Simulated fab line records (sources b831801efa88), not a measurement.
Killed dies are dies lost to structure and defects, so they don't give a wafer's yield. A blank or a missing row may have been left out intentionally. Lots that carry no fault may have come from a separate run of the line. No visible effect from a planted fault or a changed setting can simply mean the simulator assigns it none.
Matching of chambers :: flow sky130 :: SKY_VIA2_ETCH_14 on rieDiel-03 has 4 sister chambers
The step etches BARC in N2/H2, stops on SiO2, time 45.9 s, target depth 60 nm. 4 wafers are shown with their chamber, then 11 later ones without.

## EACH WAFER AND ITS CHAMBER
wafer: L086.3
chamber: 1
oesProductAu (a.u.): 0.855

wafer: L089.2
chamber: 3
oesProductAu (a.u.): 0.852

wafer: L089.3
chamber: 0
oesProductAu (a.u.): 0.860

wafer: L087.1
chamber: 2
oesProductAu (a.u.): 0.849

## WAFERS WHOSE CHAMBER IS MISSING
wafer: L087.3
oesProductAu (a.u.): 0.857

wafer: L087.6
oesProductAu (a.u.): 0.857

wafer: L092.1
oesProductAu (a.u.): 0.854

wafer: L092.2
oesProductAu (a.u.): 0.847

wafer: L092.3
oesProductAu (a.u.): 0.859

wafer: L092.4
oesProductAu (a.u.): 0.850

wafer: L092.5
oesProductAu (a.u.): 0.850

wafer: L092.6
oesProductAu (a.u.): 0.852

wafer: L096.4
oesProductAu (a.u.): 0.856

wafer: L096.5
oesProductAu (a.u.): 0.848

wafer: L096.6
oesProductAu (a.u.): 0.857

## EACH ONE'S CHAMBER
wafer: L087.3
from the rows above: can't be placed: 1 or 0
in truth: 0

wafer: L087.6
from the rows above: can't be placed: 1 or 0
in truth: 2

wafer: L092.1
from the rows above: can't be placed: 1 or 3
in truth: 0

wafer: L092.2
from the rows above: 2
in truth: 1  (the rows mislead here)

wafer: L092.3
from the rows above: 0
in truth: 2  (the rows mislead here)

wafer: L092.4
from the rows above: can't be placed: 2 or 3
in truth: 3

wafer: L092.5
from the rows above: can't be placed: 2 or 3
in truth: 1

wafer: L092.6
from the rows above: 3
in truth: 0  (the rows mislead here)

wafer: L096.4
from the rows above: 1
in truth: 1

wafer: L096.5
from the rows above: 2
in truth: 2

wafer: L096.6
from the rows above: can't be placed: 1 or 0
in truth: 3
Correct placement for 2 of the 11. Not placeable from these rows: 6 (in 2, the candidates include the true chamber). 3 placed wrongly.
How it was worked out, from the rows above alone: a wafer's distance from a chamber is the root of the sum, over the readings, of the square of ((its reading less the chamber's mean) divided by the reading's scatter). The wafer belongs to the nearest chamber; if the next one is less than 2 further off, it can't be placed. A chamber's mean is the mean of its shown wafers. The scatter (one wafer shown for each chamber): square how far every hidden wafer sits from the nearest shown wafer, average those squares and take the square root.
